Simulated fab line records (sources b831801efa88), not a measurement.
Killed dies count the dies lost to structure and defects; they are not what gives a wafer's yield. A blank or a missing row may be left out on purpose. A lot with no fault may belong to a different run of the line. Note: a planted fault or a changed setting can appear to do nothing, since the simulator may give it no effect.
fab line records | flow sky130 | part 1 of 2: steps 1 to 25 of 36
record lots=5 wafers=15 lastDay=49
route steps=708 shown SD_N@352 SD_P@359 RES_XHIGH@360 SALICIDE@361 LI_CONTACT@362 LOCAL_INTERCONNECT@387
lots that met no fault: from a run of the same line without faults
startH: start of the lot's first displayed wafer, in hours after the record's first day | waitH: hours from the lot's prior step to this one | " the same as in the row above | L1.1+2: several wafers, shown together as one row | - value missing, or start not given | * or withheld: withheld | < > ~ a bound
route shown NAME@n: names a module that has steps shown in the file, with the first one's number in the route | usual: average and standard deviation across the fault-free wafers | same: alike in all rows | chamber/n: place in a boat | sites: per-site readings | _std_site: standard deviation of those values | _edge_site: inner sites' mean taken away from outer sites' mean | radiusMm: how far each site lies from the wafer's centre | mask NAME#n: copy n | behind: tool/chamber where the wafer was last shaped | hold: why the lot was held/for how many hours/how that ended | device: which transistor (n, p or np) failed to switch | end of line: tests run on the same wafers once the route is complete | a step given without rows: its recipe and nothing more | killed: dies that structure and defects cost at the first sort, which is not the same as the wafer's yield | map: per-die view of a wafer (x killed, . not killed, _ where there is no die)
set.NAME: the setting the step ran with; set.NAME@STEP: the setting that earlier step ran with | model.NAME: the simulator's own value behind a step, which no gauge read
a table for each step, a row for each wafer; lots at some steps of the route
services: from which hour (startH, from the record's first day; less than 0 if before it) a tool's chamber was out of use, for how many hours, and why
## steps
# step SKY_SD_N_IMPLANT_10
# recipe species=P energyKev=20 doseCm2=1e+14 tiltDeg=0
# columns lot.wafer tool chamber startH waitH
L076.3+4+5 implanter-04 0 665.63 0.1
L086.2+5+6 implanter-03 0 747.10 0.1
L088.1+2+4 implanter-02 0 760.47 0.1
L089.1+2+3 implanter-04 0 770.19 0.1
L093.1+4+6 implanter-03 0 798.18 0.1
# step SKY_SD_N_STRIP_11
# recipe chemistry=O2/N2 powerW=1400 pressureMtorr=1500 platenTempC=withheld o2FlowSccm=3000 n2FlowSccm=300 overashFraction=0.5
# usual drypumpMotorCurrentA=5.6/0.62 oesProductAu=0.527/0.0043 stripTimeToEndpointS=22.57/0.044
# columns lot.wafer tool chamber startH waitH drypumpMotorCurrentA oesProductAu rfHoursCounterH stripTimeToEndpointS
L076.3 plasmaAsher-02 0 665.76 0.1 6.5 0.524 - 22.58
L076.4 " 1 " " 5.5 0.521 - 22.54
L076.5 " 1 " " 5.5 0.524 - 22.60
L086.2 plasmaAsher-02 1 747.22 0.1 5.5 0.524 0 22.54
L086.5 " 1 " " 5.5 0.529 - 22.55
L086.6 " 0 " " 6.5 0.526 - 22.51
L088.1 plasmaAsher-02 1 760.62 0.1 5.5 0.522 2 22.55
L088.2 " 0 " " 6.4 0.534 2 22.54
L088.4 " 1 " " 5.5 0.527 - 22.56
L089.1 plasmaAsher-03 0 770.34 0.1 6.5 0.529 98 22.60
L089.2 " 1 " " 4.9 0.528 98 22.64
L089.3 " 1 " " 4.9 0.526 - 22.61
L093.1 plasmaAsher-01 0 798.33 0.1 4.9 0.528 66 22.49
L093.4 " 1 " " 5.6 0.532 - 22.51
L093.6 " 0 " " 4.9 0.522 - 22.54
# step SKY_SD_N_TW_MEAS_12
# usual SD_N_TW=3998/31
# columns lot.wafer tool chamber startH waitH SD_N_TW
L076.3 filmMetro-02 - 665.85 0.1 3965
L076.4 " - " " 3984
L076.5 " - " " 3970
L086.2 filmMetro-03 - 747.33 0.1 3972
L086.5 " - " " 3983
L086.6 " - " " 3977
L088.1 filmMetro-04 - 760.72 0.1 4081
L088.2 " - " " 4063
L088.4 " - " " 4077
L089.1 filmMetro-04 - 770.44 0.1 4053
L089.2 " - " " 4033
L089.3 " - " " 4034
L093.1 filmMetro-04 - 798.43 0.1 4006
L093.4 " - " " 4043
L093.6 " - " " 4037
# step SKY_SD_N_CLEAN_13
# recipe chemistry=SC1/SC2 mix=1:4:20 tempC=70 timeS=150 dry=n2Spin
# columns lot.wafer tool chamber startH waitH
L076.3+4+5 wetBench-03 2 665.89 0.0
L086.2+5+6 wetBench-03 2 747.38 0.0
L088.1+2+4 wetBench-02 3 760.78 0.1
L089.1+2+3 wetBench-03 1 770.50 0.1
L093.1+4+6 wetBench-02 1 798.49 0.1
# step SKY_SD_N_RTA_14
# recipe tempC=1075 timeS=2 idleTempC=650 rampUpCPerS=150 rampDownCPerS=90 ambient=N2
# usual lampPowerPct=15.73/0.052 wafer_temp_C_max=1078.0/1.2
# columns lot.wafer tool chamber startH waitH lampPowerPct wafer_temp_C_max
L076.3 rtpAnneal-01 0 665.96 0.0 15.72 1079.2
L076.4 " 0 " " 15.82 1076.5
L076.5 " 0 " " 15.72 1080.0
L086.2 rtpAnneal-01 0 747.44 0.0 15.73 1078.7
L086.5 " 0 " " 15.70 1077.5
L086.6 " 0 " " 15.60 1076.9
L088.1 rtpAnneal-01 0 760.83 0.0 15.67 1077.0
L088.2 " 0 " " 15.74 1078.4
L088.4 " 0 " " 15.76 1080.0
L089.1 rtpAnneal-02 0 770.55 0.0 15.82 1077.8
L089.2 " 0 " " 15.76 1078.3
L089.3 " 0 " " 15.70 1078.8
L093.1 rtpAnneal-02 0 798.54 0.0 15.81 1076.5
L093.4 " 0 " " 15.76 1078.7
L093.6 " 0 " " 15.73 1080.0
# step SKY_SD_N_RS_MEAS_16
# recipe thkMeasGauge=four-point-probe
# usual SD_N_RS=68.63/0.11
# columns lot.wafer tool chamber startH waitH SD_N_RS[ohm/sq]
L076.3 filmMetro-04 - 666.15 0.1 68.51
L076.4 " - " " 68.65
L076.5 " - " " 68.70
L086.2 filmMetro-04 - 747.63 0.1 68.70
L086.5 " - " " 68.77
L086.6 " - " " 68.71
L088.1 filmMetro-02 - 761.00 0.1 68.49
L088.2 " - " " 68.40
L088.4 " - " " 68.45
L089.1 filmMetro-02 - 770.72 0.1 68.65
L089.2 " - " " 68.69
L089.3 " - " " 68.49
L093.1 filmMetro-03 - 798.71 0.1 68.70
L093.4 " - " " 68.72
L093.6 " - " " 68.68
# step SKY_SD_N_RS_MEAS_17
# recipe thkMeasGauge=four-point-probe
# usual SD_P_RS=147.5/0.37
# columns lot.wafer tool chamber startH waitH SD_P_RS[ohm/sq]
L076.3 filmMetro-04 - 666.27 0.1 147.5
L076.4 " - " " 147.3
L076.5 " - " " 147.7
L086.2 filmMetro-04 - 747.75 0.1 148.1
L086.5 " - " " 147.9
L086.6 " - " " 148.2
L088.1 filmMetro-02 - 761.12 0.1 147.2
L088.2 " - " " 147.0
L088.4 " - " " 147.4
L089.1 filmMetro-02 - 770.84 0.1 147.6
L089.2 " - " " 148.0
L089.3 " - " " 147.7
L093.1 filmMetro-03 - 798.83 0.1 148.0
L093.4 " - " " 148.1
L093.6 " - " " 147.2
# step SKY_SD_N_RS_MEAS_18
# recipe thkMeasGauge=four-point-probe
# usual RES_XHIGH_RS=333.6/1.1
# columns lot.wafer tool chamber startH waitH RES_XHIGH_RS[ohm/sq]
L076.3 filmMetro-04 - 666.39 0.1 332.3
L076.4 " - " " 332.4
L076.5 " - " " 332.2
L086.2 filmMetro-04 - 747.87 0.1 335.8
L086.5 " - " " 335.8
L086.6 " - " " 335.7
L088.1 filmMetro-02 - 761.24 0.1 332.2
L088.2 " - " " 332.9
L088.4 " - " " 331.2
L089.1 filmMetro-02 - 770.96 0.1 332.3
L089.2 " - " " 333.0
L089.3 " - " " 331.8
L093.1 filmMetro-03 - 798.95 0.1 333.3
L093.4 " - " " 334.0
L093.6 " - " " 334.2
# step SKY_SALICIDE_CLEAN_00
# recipe chemistry=HF-last timeS=30 dilution=100:1 dry=ipaMarangoni
# columns lot.wafer tool chamber startH waitH
L076.3+4+5 wetBench-02 3 666.47 0.1
L086.2+5+6 wetBench-03 3 747.97 0.1
L088.1+2+4 wetBench-02 0 761.36 0.1
L089.1+2+3 wetBench-02 0 771.08 0.1
L093.1+4+6 wetBench-04 0 799.07 0.1
# step SKY_LI_CONTACT_HDPCVD_00
# recipe material=PSG targetThkNm=930 sigmaOpenFrac=0.3 timeS=155 tempC=600 sih4FlowSccm=60 pressureMtorr=6
# columns lot.wafer tool chamber startH waitH
L076.3+4+5 hdpcvd-02 1,2,0 666.49 0.0
L086.2+5+6 hdpcvd-02 0,0,2 747.99 0.0
L088.1+2+4 hdpcvd-02 1,2,1 761.38 0.0
L089.1+2+3 hdpcvd-02 1,2,0 771.10 0.0
L093.1+4+6 hdpcvd-02 0,1,2 799.09 0.0
# step SKY_LI_CONTACT_THK_MEAS_01
# recipe reads=PSG_of_LI_CONTACT_HDPCVD_00
# usual LI_CONTACT_HDPCVD_THK=925/9.7
# columns lot.wafer tool chamber startH waitH LI_CONTACT_HDPCVD_THK[nm]
L076.3 filmMetro-03 - 666.61 0.1 927
L076.4 " - " " 931
L076.5 " - " " 928
L086.2 filmMetro-03 - 748.10 0.1 946
L086.5 " - " " 927
L086.6 " - " " 920
L088.1 filmMetro-04 - 761.52 0.1 906
L088.2 " - " " 914
L088.4 " - " " 907
L089.1 filmMetro-04 - 771.20 0.1 929
L089.2 " - " " 922
L089.3 " - " " 943
L093.1 filmMetro-03 - 799.19 0.1 934
L093.4 " - " " 908
L093.6 " - " " 920
# step SKY_LI_CONTACT_CMP_02
# recipe material=PSG downForcePsi=4 platenRpm=60 padVelocityMS=0.94248
# usual motorCurrentA=11.3/1.2 retainingRingPressureFrac=1.000/0.0043 timeToEndpointS=33/3.7
# columns lot.wafer tool chamber startH waitH motorCurrentA retainingRingPressureFrac timeToEndpointS
L076.3 cmp-02 1 666.65 0.0 11.2 0.991 26
L076.4 " 2 " " 10.4 1.000 35
L076.5 " 1 " " 10.7 0.996 30
L086.2 cmp-01 0 748.25 0.1 10.9 0.999 40
L086.5 " 2 " " 12.1 0.998 29
L086.6 " 3 " " 13.1 1.000 33
L088.1 cmp-01 2 761.58 0.1 11.9 0.991 25
L088.4 " 3 " " 13.1 0.997 31
L088.2 " 0 " " 11.3 0.998 37
L089.2 cmp-01 1 771.31 0.1 11.8 1.001 38
L089.3 " 2 " " 11.8 1.003 32
L089.1 " 3 " " 13.0 1.004 35
L093.1 cmp-02 3 799.25 0.1 13.2 1.001 30
L093.4 " 2 " " 11.0 1.004 34
L093.6 " 0 " " 9.3 0.998 32
# step SKY_LI_CONTACT_BOW_MEAS_03
# recipe mode=bow
# usual LI_CONTACT_BOW=55/6.4
# columns lot.wafer tool chamber startH waitH LI_CONTACT_BOW[um]
L076.3 filmMetro-02 - 666.99 0.3 59
L076.4 " - " " 51
L076.5 " - " " 53
L086.2 filmMetro-03 - 748.47 0.2 53
L086.5 " - " " 62
L086.6 " - " " 54
L088.1 filmMetro-02 - 761.88 0.2 49
L088.2 " - " " 62
L088.4 " - " " 57
L089.1 filmMetro-04 - 771.56 0.1 58
L089.2 " - " " 53
L089.3 " - " " 50
L093.1 filmMetro-02 - 799.55 0.2 66
L093.4 " - " " 62
L093.6 " - " " 58
# step SKY_LI_CONTACT_DEHYDRATE_04
# recipe tempC=200 timeS=60
# usual exhaustPa=44.9/0.84
# columns lot.wafer tool chamber startH waitH exhaustPa
L076.3 lithoTrack-03 0 680.37 13.4 44.5
L076.4 " 0 " " 45.4
L076.5 " 0 " " 45.5
L086.2 lithoTrack-03 0 760.80 12.3 45.0
L086.5 " 0 " " 45.3
L086.6 " 0 " " 43.4
L088.1 lithoTrack-03 0 775.02 13.1 44.7
L088.2 " 0 " " 45.0
L088.4 " 0 " " 44.5
L089.1 lithoTrack-02 0 784.64 13.1 43.6
L089.2 " 0 " " 43.9
L089.3 " 0 " " 44.6
L093.1 lithoTrack-04 0 812.68 13.1 44.1
L093.4 " 0 " " 45.0
L093.6 " 0 " " 45.7
# step SKY_LI_CONTACT_HMDS_05
# recipe primeTimeS=60 primeTempC=120
# usual exhaustPa=45.2/0.84 primeTempC=120.01/0.14
# same primeTimeS=60
# columns lot.wafer tool chamber startH waitH exhaustPa primeTempC
L076.3 lithoTrack-03 0 680.52 0.1 45.2 120.07
L076.4 " 0 " " 44.5 119.83
L076.5 " 0 " " 45.2 119.98
L086.2 lithoTrack-03 0 760.95 0.1 45.2 120.02
L086.5 " 0 " " 44.9 119.96
L086.6 " 0 " " 45.8 119.82
L088.1 lithoTrack-03 0 775.17 0.1 43.7 119.95
L088.2 " 0 " " 45.6 119.93
L088.4 " 0 " " 45.3 120.03
L089.1 lithoTrack-02 0 784.79 0.1 47.1 120.01
L089.2 " 0 " " 45.5 120.03
L089.3 " 0 " " 46.2 120.04
L093.1 lithoTrack-04 0 812.83 0.1 42.8 119.87
L093.4 " 0 " " 44.2 119.97
L093.6 " 0 " " 42.7 119.90
# step SKY_LI_CONTACT_COAT_06
# recipe resist=BARC tempC=withheld timeS=withheld spinRpm=3000 resistThkNm=60
# usual exhaustPa=45.0/0.82
# columns lot.wafer tool chamber startH waitH exhaustPa
L076.3 lithoTrack-03 0 680.67 0.1 44.6
L076.4 " 0 " " 45.0
L076.5 " 0 " " 44.4
L086.2 lithoTrack-03 0 761.10 0.1 45.7
L086.5 " 0 " " 45.3
L086.6 " 0 " " 43.8
L088.1 lithoTrack-03 0 775.32 0.1 45.2
L088.2 " 0 " " 45.0
L088.4 " 0 " " 45.1
L089.1 lithoTrack-02 0 784.94 0.1 46.0
L089.2 " 0 " " 44.1
L089.3 " 0 " " 44.3
L093.1 lithoTrack-04 0 812.98 0.1 43.8
L093.4 " 0 " " 45.0
L093.6 " 0 " " 45.1
# step SKY_LI_CONTACT_COAT_07
# recipe resist=KrF-thick spinRpm=3000 resistThkNm=450
# usual exhaustPa=44.9/1.1
# columns lot.wafer tool chamber startH waitH exhaustPa
L076.3 lithoTrack-03 0 - - 47.6
L076.4 " 0 " " 46.4
L076.5 " 0 " " 46.9
L086.2 lithoTrack-03 0 - - 44.4
L086.5 " 0 " " 45.0
L086.6 " 0 " " 43.8
L088.1 lithoTrack-03 0 - - 43.9
L088.2 " 0 " " 45.0
L088.4 " 0 " " 43.2
L089.1 lithoTrack-02 0 - - 43.2
L089.2 " 0 " " 43.9
L089.3 " 0 " " 45.5
L093.1 lithoTrack-04 0 - - 45.5
L093.4 " 0 " " 44.7
L093.6 " 0 " " 45.6
# step SKY_LI_CONTACT_SOFTBAKE_08
# recipe tempC=100 timeS=90 resist=KrF-thick
# usual exhaustPa=45.0/0.87
# columns lot.wafer tool chamber startH waitH exhaustPa
L076.3 lithoTrack-03 0 - - 44.9
L076.4 " 0 " " 45.7
L076.5 " 0 " " 45.8
L086.2 lithoTrack-03 0 - - 45.0
L086.5 " 0 " " 44.0
L086.6 " 0 " " 44.3
L088.1 lithoTrack-03 0 - - 44.5
L088.2 " 0 " " 45.3
L088.4 " 0 " " 45.0
L089.1 lithoTrack-02 0 - - 43.9
L089.2 " 0 " " 45.7
L089.3 " 0 " " 43.6
L093.1 lithoTrack-04 0 - - 45.2
L093.4 " 0 " " 44.6
L093.6 " 0 " " 45.7
# step SKY_LI_CONTACT_EXPOSE_09
# recipe maskId=LICM1 na=0.8 sourceShape=annular sigmaInner=0.55 sigmaOuter=0.85 targetCdNm=170 doseMj=38
# same na=0.8
# columns lot.wafer tool chamber startH waitH mask
L076.3+4+5 krfScanner-02 0 - - LICM1#0
L086.2+5+6 krfScanner-02 0 - - LICM1#0
L088.1+2+4 krfScanner-02 0 - - LICM1#0
L089.1+2+3 krfScanner-02 0 - - LICM1#0
L093.1+4+6 krfScanner-02 0 - - LICM1#0
# step SKY_LI_CONTACT_PEB_10
# recipe pebTempC=withheld pebTimeS=withheld resist=KrF-thick
# usual exhaustPa=45.2/0.83
# columns lot.wafer tool chamber startH waitH exhaustPa
L076.3 lithoTrack-02 0 - - 45.3
L076.4 " 0 " " 46.3
L076.5 " 0 " " 45.1
L086.2 lithoTrack-04 0 - - 44.5
L086.5 " 0 " " 45.5
L086.6 " 0 " " 43.7
L088.1 lithoTrack-03 0 - - 44.4
L088.2 " 0 " " 45.0
L088.4 " 0 " " 45.5
L089.1 lithoTrack-03 0 - - 44.2
L089.2 " 0 " " 44.6
L089.3 " 0 " " 45.2
L093.1 lithoTrack-04 0 - - 47.7
L093.4 " 0 " " 46.2
L093.6 " 0 " " 46.8
# step SKY_LI_CONTACT_DEVELOP_11
# recipe developTimeS=60 resist=KrF-thick devTempC=21
# usual exhaustPa=44.8/0.87
# columns lot.wafer tool chamber startH waitH exhaustPa
L076.3 lithoTrack-02 0 - - 44.7
L076.4 " 0 " " 43.6
L076.5 " 0 " " 44.8
L086.2 lithoTrack-04 0 - - 42.7
L086.5 " 0 " " 44.2
L086.6 " 0 " " 43.7
L088.1 lithoTrack-03 0 - - 45.6
L088.2 " 0 " " 43.5
L088.4 " 0 " " 44.3
L089.1 lithoTrack-03 0 - - 45.1
L089.2 " 0 " " 45.9
L089.3 " 0 " " 46.1
L093.1 lithoTrack-04 0 - - 46.3
L093.4 " 0 " " 46.3
L093.6 " 0 " " 46.2
# step SKY_LI_CONTACT_CD_MEAS_12
# recipe targetCdNm=170
# usual cdNm=170.0/1.5
# columns lot.wafer tool chamber startH waitH cdNm
L076.3 cdSem-01 - 694.47 - 169.4
L076.4 " - " " 169.2
L076.5 " - " " 168.8
L086.2 cdSem-02 - 775.20 - 170.9
L086.5 " - " " 170.7
L086.6 " - " " 169.9
L088.1 cdSem-01 - 789.32 - 172.7
L088.2 " - " " 170.5
L088.4 " - " " 172.3
L089.1 cdSem-01 - 798.22 - 171.0
L089.2 " - " " 171.0
L089.3 " - " " 171.5
L093.1 cdSem-01 - 826.28 - 172.0
L093.4 " - " " 172.0
L093.6 " - " " 171.7
# step SKY_LI_CONTACT_OVL_MEAS_13
# usual LI_CONTACT_OVL=-1/5.8
# columns lot.wafer tool chamber startH waitH LI_CONTACT_OVL[nm]
L076.3 overlay-02 - 694.57 0.1 -5
L076.4 " - " " 0
L076.5 " - " " 2
L086.2 overlay-02 - 775.30 0.1 -5
L086.5 " - " " -7
L086.6 " - " " -4
L088.1 overlay-01 - 789.44 0.1 -3
L088.2 " - " " -2
L088.4 " - " " 2
L089.1 overlay-02 - 798.34 0.1 4
L089.2 " - " " -8
L089.3 " - " " -1
L093.1 overlay-02 - 826.40 0.1 -4
L093.4 " - " " -2
L093.6 " - " " -8
# step SKY_LI_CONTACT_ETCH_14
# recipe chemistry=N2/H2 target=BARC ionEnergyEv=200 sourceW=500 biasW=100 pressureMtorr=30 n2FlowSccm=100 h2FlowSccm=200 stopOn=SiO2 timeS=45.9 targetDepthA=600
# usual drypumpMotorCurrentA=5.6/0.41 oesProductAu=0.854/0.0047 rfFwdPowerW=495.7/2 throttleValvePct=13.224/0.0083
# columns lot.wafer tool chamber startH waitH drypumpMotorCurrentA oesProductAu rfFwdPowerW rfHoursCounterH throttleValvePct
L076.3 rieDiel-01 2 694.59 0.0 5.5 0.860 495.3 46 13.225
L076.4 " 1 " " 5.6 0.852 495.5 3 13.218
L076.5 " 0 " " 5.6 0.850 497.1 - 13.218
L086.2 rieDiel-02 0 775.33 0.0 6.6 0.856 497.9 3 13.224
L086.5 " 0 " " 6.6 0.861 496.0 - 13.229
L086.6 " 3 " " 5.8 0.865 496.7 - 13.232
L088.1 rieDiel-02 3 789.48 0.0 5.7 0.855 496.7 18 13.240
L088.2 " 1 " " 5.5 0.844 495.2 18 13.223
L088.4 " 1 " " 5.5 0.854 495.5 - 13.224
L089.1 rieDiel-04 3 798.38 0.0 5.3 0.855 490.4 1 13.214
L089.2 " 2 " " 5.7 0.858 499.0 13 13.230
L089.3 " 1 " " 5.2 0.851 496.7 11 13.218
L093.1 rieDiel-04 3 826.43 0.0 5.3 0.858 491.4 1 13.218
L093.4 " 2 " " 5.7 0.852 495.8 14 13.224
L093.6 " 0 " " 5.0 0.858 496.2 - 13.219
# step SKY_LI_CONTACT_ETCH_15
# recipe target=PSG chemistry=C4F8/O2/Ar stopOn=Si taperDeg=4.15 maskMaterial=KrF-thick sourceW=1500 biasW=1200 pressureMtorr=40 c4f8FlowSccm=withheld O2_flow_sccm=6 Ar_flow_sccm=300 timeS=withheld targetDepthA=6000
# usual oesProductAu=0.825/0.0047 rfFwdPowerW=1494/4.9
# columns lot.wafer tool chamber startH waitH oesProductAu rfFwdPowerW
L076.3 rieDiel-01 2 694.63 0.0 0.831 1498
L076.4 " 1 " " 0.825 1496
L076.5 " 0 " " 0.816 1494
L086.2 rieDiel-02 0 775.38 0.0 0.833 1496
L086.5 " 0 " " 0.833 1495
L086.6 " 3 " " 0.823 1492
L088.1 rieDiel-02 3 789.52 0.0 0.830 1490
L088.2 " 1 " " 0.825 1495
L088.4 " 1 " " 0.823 1495
L089.1 rieDiel-04 3 798.42 0.0 0.829 1485
L089.2 " 2 " " 0.821 1486
L089.3 " 1 " " 0.821 1494
L093.1 rieDiel-04 3 826.48 0.0 0.825 1485
L093.4 " 2 " " 0.825 1495
L093.6 " 0 " " 0.824 1498
